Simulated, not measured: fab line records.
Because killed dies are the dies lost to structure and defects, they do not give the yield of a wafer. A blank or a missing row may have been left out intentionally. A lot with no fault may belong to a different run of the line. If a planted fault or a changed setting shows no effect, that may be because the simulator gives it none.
A lot that was struck, set against a sound lot    flow sky130    14 out of 708 route steps
Sound: wafers L261.2, L261.3, L261.5. The struck wafers were L263.1, L263.4, L263.6. Last of all comes the cause.
Order at every step that has rows: each side's tool, ch and its chambers, its first start. Under that, the readings that differ: sound wafers    struck wafers    difference of the means    sigmas: that difference in standard deviations of wafers without a fault.
alike: a reading whose means differ by less than 2 such deviations, as well as words and numbers matching on both sides. not compared: withheld readings; readings where some wafer has no value; bounds like >300 that might hide an equal value; numbers whose values overlap and for which the record gives no deviation.
A row with sigmas, a row that says differs or no value, or rows on one side alone: a step with any of these is where the two part. Numbers that have no deviation but don't overlap get no sigmas and don't part them. A reading missing from all wafers of one side parts the sides only when that side holds two or more wafers.

SKY_SD_N_RS_MEAS_17: a four-point-probe measurement.
  sound: film_metro-01 at day 30 23:13; struck: film_metro-02 at day 31 23:08
reading           sound              struck             difference  sigmas
SD_P_RS (ohm/sq)  147.7 147.4 147.8  146.7 147.1 146.4  -0.9        -3
SKY_SD_N_RS_MEAS_18: a four-point-probe measurement.
  sound: film_metro-01 at day 30 23:20; struck: film_metro-02 at day 31 23:16
  alike: RES_XHIGH_RS
then, 2 steps without rows for these wafers: SKY_SALICIDE_CLEAN_00 (cleans in HF-last, time 30 s); SKY_LI_CONTACT_HDPCVD_00 (deposits PSG, target thk 930 nm, time 155 s).
SKY_LI_CONTACT_THK_MEAS_01:
  sound: film_metro-01 at day 30 23:34; struck: film_metro-03 at day 31 23:30
  alike: LI_CONTACT_HDPCVD_THK
SKY_LI_CONTACT_CMP_02: polishes PSG.
  sound on cmp-01 ch 1,3, day 30 23:40; struck on cmp-01 ch 1,3, day 31 23:34
  alike: motor_current_A, time_to_endpoint_s
SKY_LI_CONTACT_BOW_MEAS_03:
  sound: film_metro-01 at day 30 23:56; struck: film_metro-03 at day 31 23:52
  alike: LI_CONTACT_BOW
then, 5 steps without rows for these wafers: SKY_LI_CONTACT_DEHYDRATE_04 (time 60 s); SKY_LI_CONTACT_HMDS_05 (prime time 60 s); SKY_LI_CONTACT_COAT_06 (resist thk 60 nm); SKY_LI_CONTACT_COAT_07 (resist thk 450 nm); SKY_LI_CONTACT_SOFTBAKE_08 (time 90 s).
SKY_LI_CONTACT_EXPOSE_09: exposes mask LICM1, target cd 170 nm.
  sound on krf_scanner-02 ch 0, day 31 16:44; struck on krf_scanner-02, day 32 13:40
  no value came back on the struck wafers for exposure_dose_mJ_cm2, focus_offset_nm (nm), sigma_inner; on the sound wafers exposure_dose_mJ_cm2 reads 37.95 37.99 37.89
  alike: mask
next, for these wafers, 1 step has no rows: SKY_LI_CONTACT_PEB_10.

WHERE THEY PART
Last at SKY_LI_CONTACT_EXPOSE_09 as far as this record goes, first at SKY_SD_N_RS_MEAS_17.

WHY: whatever the simulator had introduced
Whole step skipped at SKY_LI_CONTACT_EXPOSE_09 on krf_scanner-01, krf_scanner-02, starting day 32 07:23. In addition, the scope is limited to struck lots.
